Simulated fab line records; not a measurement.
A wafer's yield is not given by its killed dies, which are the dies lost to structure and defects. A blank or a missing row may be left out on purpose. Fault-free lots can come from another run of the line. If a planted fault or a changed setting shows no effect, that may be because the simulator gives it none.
Which tool was responsible? -- flow sky130 -- 33 wafers from 11 lots sampled at 6 of the route's 708 steps

WHAT EACH GAUGE READ, for each wafer
SKY_POLY_GATE_THK_MEAS_21.
lot,measured,on,POLY_GATE_OXIDATION_THK (nm)
L399,day 15 23:58,filmMetro-01,3.99 3.94 3.98
L403,day 18 21:02,filmMetro-02,3.98 4.05 3.90
L404,day 19 00:55,filmMetro-01,3.90 4.02 4.03
L405,day 19 00:55,filmMetro-03,4.08 4.13 4.03
L406,day 19 00:55,filmMetro-02,4.00 4.01 3.93
L417,day 23 07:20,filmMetro-02,4.09 4.05 4.06
L416,day 23 11:10,filmMetro-03,3.95 3.95 4.05
L418,day 23 20:07,filmMetro-01,4.10 4.07 4.05
L419,day 23 17:54,filmMetro-03,4.03 4.12 4.17
L420,day 23 21:56,filmMetro-01,3.99 4.14 4.03
L422,day 24 13:49,filmMetro-01,3.97 4.06 3.97

SKY_LDD_N_TW_MEAS_17.
lot,measured,on,LDD_N_TW
L399,day 17 05:50,filmMetro-01,2590 2599 2599
L403,day 20 05:32,filmMetro-04,2529 2537 2530
L404,day 20 08:55,filmMetro-04,2535 2535 2550
L405,day 20 08:47,filmMetro-02,2604 2592 2596
L406,day 20 09:05,filmMetro-02,2596 2592 2581
L417,day 24 13:58,filmMetro-02,2618 2631 2629
L416,day 24 19:18,filmMetro-01,2931 2940 2937
L418,day 25 02:13,filmMetro-02,3001 2974 2974
L419,day 25 00:32,filmMetro-04,2875 2877 2885
L420,day 25 03:59,filmMetro-01,2594 2592 2600
L422,day 25 19:47,filmMetro-04,2542 2536 2556

TOOL THAT RAN EACH LOT (tool first, then ch and the chambers of the sampled wafers, then the start)
lot,SKY_VT_ADJUST_LVTN_STRIP_20,SKY_SONOS_ONO_STRIP_17,SKY_LDD_N_IMPLANT_11,SKY_LDD_N_STRIP_16
L399,"plasmaAsher-04 ch 0,1, day 7 16:43","plasmaAsher-03 ch 0,1, day 12 14:13","implanter-03 ch 0, day 17 04:59","plasmaAsher-04 ch 0,1, day 17 05:44"
L403,"plasmaAsher-01 ch 0,1, day 8 17:59","plasmaAsher-04 ch 0,1, day 14 20:43","implanter-04 ch 0, day 20 04:43","plasmaAsher-01 ch 0,1, day 20 05:26"
L404,"plasmaAsher-01 ch 0,1, day 8 22:31","plasmaAsher-04 ch 0,1, day 14 21:50","implanter-04 ch 0, day 20 08:05","plasmaAsher-04 ch 0,1, day 20 08:49"
L405,"plasmaAsher-01 ch 0,1, day 9 08:10","plasmaAsher-01 ch 0, day 14 21:47","implanter-01 ch 0, day 20 07:58","plasmaAsher-03 ch 0,1, day 20 08:41"
L406,"plasmaAsher-03 ch 0,1, day 9 15:37","plasmaAsher-03 ch 0,1, day 14 22:06","implanter-03 ch 0, day 20 08:16","plasmaAsher-03 ch 0,1, day 20 08:59"
L417,"plasmaAsher-01 ch 0,1, day 13 02:35","plasmaAsher-01 ch 1, day 19 01:43","implanter-01 ch 0, day 24 13:07","plasmaAsher-01 ch 0,1, day 24 13:52"
L416,"plasmaAsher-04 ch 1, day 13 03:13","plasmaAsher-01 ch 0,1, day 19 03:05","implanter-04 ch 0, day 24 17:44","plasmaAsher-04 ch 0,1, day 24 19:11"
L418,"plasmaAsher-04 ch 0,1, day 13 11:10","plasmaAsher-04 ch 0,1, day 19 15:13","implanter-04 ch 0, day 25 01:22","plasmaAsher-03 ch 0,1, day 25 02:07"
L419,"plasmaAsher-01 ch 0,1, day 13 11:28","plasmaAsher-01 ch 0, day 19 14:52","implanter-04 ch 0, day 24 23:41","plasmaAsher-04 ch 0,1, day 25 00:26"
L420,"plasmaAsher-01 ch 0,1, day 13 17:04","plasmaAsher-03 ch 0,1, day 19 17:52","implanter-01 ch 0, day 25 03:09","plasmaAsher-04 ch 0,1, day 25 03:53"
L422,"plasmaAsher-03 ch 0,1, day 14 02:05","plasmaAsher-04 ch 0,1, day 20 10:20","implanter-01 ch 0, day 25 18:56","plasmaAsher-03 ch 0,1, day 25 19:41"
- SKY_VT_ADJUST_LVTN_STRIP_20: strips in O2/N2.
- SKY_SONOS_ONO_STRIP_17: strips in O2/N2.
- SKY_LDD_N_IMPLANT_11
- SKY_LDD_N_STRIP_16: strips in O2/N2.

AS READ BY THE TOOLS THEMSELVES (means over the sampled wafers that have a number; for cases with no such wafer, the mark the record gives instead)
SKY_VT_ADJUST_LVTN_STRIP_20.
lot,tool,drypumpMotorCurrentA (A),oesProductAu (a.u.),stripTimeToEndpointS (s)
L399,plasmaAsher-04,5.8,0.719,14.23
L403,plasmaAsher-01,5.4,0.718,14.25
L404,plasmaAsher-01,5.4,0.719,14.23
L405,plasmaAsher-01,5.4,0.718,14.24
L406,plasmaAsher-03,5.7,0.711,14.27
L417,plasmaAsher-01,5.4,0.718,14.21
L416,plasmaAsher-04,5.5,0.714,14.25
L418,plasmaAsher-04,5.8,0.714,14.15
L419,plasmaAsher-01,5.9,0.714,14.20
L420,plasmaAsher-01,5.9,0.713,14.16
L422,plasmaAsher-03,5.7,0.714,14.16

SKY_SONOS_ONO_STRIP_17.
lot,tool,drypumpMotorCurrentA (A),oesProductAu (a.u.),stripTimeToEndpointS (s)
L399,plasmaAsher-03,5.8,0.710,14.11
L403,plasmaAsher-04,6.1,0.707,14.11
L404,plasmaAsher-04,6.1,0.710,14.12
L405,plasmaAsher-01,4.9,0.711,14.14
L406,plasmaAsher-03,5.7,0.710,14.11
L417,plasmaAsher-01,6.3,0.710,14.05
L416,plasmaAsher-01,5.8,0.713,14.12
L418,plasmaAsher-04,5.8,0.712,14.08
L419,plasmaAsher-01,5.0,0.706,14.08
L420,plasmaAsher-03,5.8,0.712,14.11
L422,plasmaAsher-04,6.1,0.711,14.10

SKY_LDD_N_IMPLANT_11.
lot,tool,beamOnS (s),doseIonsCm2,faradayCurrentUA
L399,implanter-03,10.18,7.506e+13,415
L403,implanter-04,9.85,7.502e+13,428
L404,implanter-04,10.04,7.500e+13,422
L405,implanter-01,10.10,7.505e+13,419
L406,implanter-03,9.91,7.502e+13,428
L417,implanter-01,10.01,7.497e+13,424
L416,implanter-04,57.81,4.444e+14,433
L418,implanter-04,57.32,4.444e+14,438
L419,implanter-04,57.59,4.443e+14,435
L420,implanter-01,9.92,7.496e+13,426
L422,implanter-01,10.06,7.492e+13,421

SKY_LDD_N_STRIP_16.
lot,tool,drypumpMotorCurrentA (A),oesProductAu (a.u.),stripTimeToEndpointS (s)
L399,plasmaAsher-04,6.1,0.405,4.289
L403,plasmaAsher-01,5.9,0.406,4.326
L404,plasmaAsher-04,5.8,0.406,4.310
L405,plasmaAsher-03,5.7,0.408,4.306
L406,plasmaAsher-03,5.7,0.407,4.329
L417,plasmaAsher-01,5.9,0.402,4.319
L416,plasmaAsher-04,5.8,0.408,5.221
L418,plasmaAsher-03,5.6,0.406,5.211
L419,plasmaAsher-04,6.1,0.407,5.204
L420,plasmaAsher-04,5.8,0.406,4.333
L422,plasmaAsher-03,5.7,0.407,4.319

THE ANSWER, worked out from the rows above alone
Rule: what is usual is taken from the lots themselves. The widest of any qualifying gaps counts: lots, ordered by their means at a reading, are off when they make up no more than a third of the lots, leave a main group of 4 or more, and stand apart from it by 3 or more times the standard deviation of that group's means. If all means in a main group match to the digits the tables above print for the reading, that group is not used. A lot without any number at a reading at which 4 lots or more have one is off too. The other lots that the step has rows for count as sound. Order of review: gauges by route order, followed by the tools' own readings, for which a lot's mean as printed above is used. The first step at which some lot is off is used, and at that step the reading that is off furthest; a lot without a number counts as furthest.
Off: at SKY_LDD_N_TW_MEAS_17 (LDD_N_TW), L416, L418, L419. Main group: mean 2578, sd 32.
A tool fits if, at a process step before that reading, it ran every lot that is off, and no sound lot after the first of them. The gauges at SKY_LDD_N_TW_MEAS_17 aren't tried: what is off there is off at SKY_LDD_N_IMPLANT_11 too, on other tools, and a gauge's error can't cause that. One fits: implanter-04 at SKY_LDD_N_IMPLANT_11. A fault onset in the window from L404 (day 20 08:05, its last sound lot) to L416 (day 24 17:44, its first lot off) fits.
The tool's own readings at SKY_LDD_N_IMPLANT_11 bear it out: on the lots that are off they differ by more than 5 times the standard deviation of the sound lots' means. beamOnS reads 57.57 s there against 10.01 s on the sound lots; doseIonsCm2 reads 4.444e+14 there against 7.500e+13 on the sound lots.

WHAT THE SIMULATOR HAD INSERTED
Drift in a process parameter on implanter-04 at SKY_LDD_N_IMPLANT_11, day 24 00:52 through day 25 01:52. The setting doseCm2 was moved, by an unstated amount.
Shown lots that were struck: L416, L419, L418. This agrees with what the rule above found.
